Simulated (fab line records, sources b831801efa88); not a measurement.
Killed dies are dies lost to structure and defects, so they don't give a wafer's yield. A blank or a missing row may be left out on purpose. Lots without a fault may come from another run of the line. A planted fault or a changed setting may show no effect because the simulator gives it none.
Which tool did it? | flow sky130 | 15 lots, 45 wafers sampled, at 2 steps of a route of 708

WHAT THE GAUGES READ, wafer by wafer
SKY_VIA2_THK_MEAS_23: measures by xrf. Usual: VIA2_W_THK 422 nm, standard deviation 5.7.
lot  | measured     | on            | VIA2_W_THK (nm) | flag
L671 | day 36 11:52 | film_metro-01 | 426 415 424     |
L673 | day 36 23:26 | film_metro-01 | 423 417 422     |
L677 | day 38 18:40 | film_metro-04 | 419 426 421     |
L678 | day 38 20:11 | film_metro-01 | 437 431 432     |
L679 | day 38 21:47 | film_metro-02 | 429 427 430     |
L680 | day 39 08:56 | film_metro-02 | 422 424 426     |
L683 | day 40 07:31 | film_metro-04 | 419 419 413     |
L684 | day 40 08:10 | film_metro-04 | 417 418 428     |
L685 | day 40 18:34 | film_metro-01 | 421 421 415     |
L686 | day 40 19:47 | film_metro-01 | 427 425 429     |
L687 | day 41 10:13 | film_metro-01 | 417 419 423     |
L689 | day 41 21:40 | film_metro-02 | 423 414 418     |
L690 | day 42 04:28 | film_metro-01 | 426 425 426     |
L692 | day 42 16:07 | film_metro-01 | 427 425 435     |
L693 | day 43 02:09 | film_metro-01 | 425 420 426     |

WHICH TOOL RAN EACH LOT (tool, then ch and the chambers of the sampled wafers, then the start)
lot  | SKY_METAL2_STRIP_20
L671 | plasma_asher-02 ch 0,1, day 35 06:32
L673 | plasma_asher-02 ch 0, day 35 19:53
L677 | plasma_asher-02 ch 0,1, day 37 14:46
L678 | plasma_asher-02 ch 0,1, day 37 15:38
L679 | plasma_asher-01 ch 0,1, day 37 18:04
L680 | plasma_asher-01 ch 0,1, day 38 04:38
L683 | plasma_asher-04 ch 0,1, day 39 04:16
L684 | plasma_asher-02 ch 0,1, day 39 04:37
L685 | plasma_asher-02 ch 0,1, day 39 15:44
L686 | plasma_asher-01 ch 0,1, day 39 17:17
L687 | plasma_asher-04 ch 0,1, day 40 07:56
L689 | plasma_asher-02 ch 0,1, day 40 19:05
L690 | plasma_asher-02 ch 0,1, day 41 02:11
L692 | plasma_asher-04 ch 0,1, day 41 14:01
L693 | plasma_asher-02 ch 0,1, day 42 00:07
- SKY_METAL2_STRIP_20: strips in O2/N2.

WHAT THE TOOLS THEMSELVES READ (means of the sampled wafers that have a number; where no wafer has one, the mark that the record gives instead)
SKY_METAL2_STRIP_20. Usual: drypump_motor_current_A 5.8 A, standard deviation 0.39; oes_product_au 0.342 a.u., standard deviation 0.0049; strip_time_to_endpoint_s 2.67 s, standard deviation 0.04.
lot  | tool            | drypump_motor_current_A (A) | oes_product_au (a.u.) | strip_time_to_endpoint_s (s) | flag
L671 | plasma_asher-02 | 5.9                         | 0.344                 | 2.65                         |
L673 | plasma_asher-02 | 5.9                         | 0.341                 | 2.64                         |
L677 | plasma_asher-02 | 5.9                         | 0.343                 | 2.69                         |
L678 | plasma_asher-02 | 5.9                         | 0.344                 | 2.66                         |
L679 | plasma_asher-01 | 5.3                         | 0.348                 | 2.70                         |
L680 | plasma_asher-01 | 5.4                         | 0.338                 | 2.68                         |
L683 | plasma_asher-04 | 5.6                         | 0.343                 | 2.67                         |
L684 | plasma_asher-02 | 5.9                         | 0.338                 | 2.61                         |
L685 | plasma_asher-02 | 5.9                         | 0.350                 | 2.69                         |
L686 | plasma_asher-01 | 5.4                         | 0.345                 | 2.69                         |
L687 | plasma_asher-04 | 5.6                         | 0.346                 | 2.66                         |
L689 | plasma_asher-02 | 5.9                         | 0.342                 | 2.68                         |
L690 | plasma_asher-02 | 5.9                         | 0.343                 | 2.72                         |
L692 | plasma_asher-04 | 5.6                         | 0.344                 | 2.65                         |
L693 | plasma_asher-02 | 5.9                         | 0.344                 | 2.68                         |

THE ANSWER, worked out from the rows above alone
Rule: a lot is off if the mean of its wafers that have a number lies more than 3 standard deviations from the usual mean. A lot without any number at a reading at which 4 lots or more have one is off too. The other lots that the step has rows for count as sound. The gauges are gone through in route order, then the tools' own readings, and for those a lot's mean is taken as printed above. The first step at which some lot is off is used, and at that step the reading that is off furthest; a lot without a number counts as furthest.
No lot is off at any reading shown: from this, nothing can be told.

WHAT THE SIMULATOR HAD PUT IN
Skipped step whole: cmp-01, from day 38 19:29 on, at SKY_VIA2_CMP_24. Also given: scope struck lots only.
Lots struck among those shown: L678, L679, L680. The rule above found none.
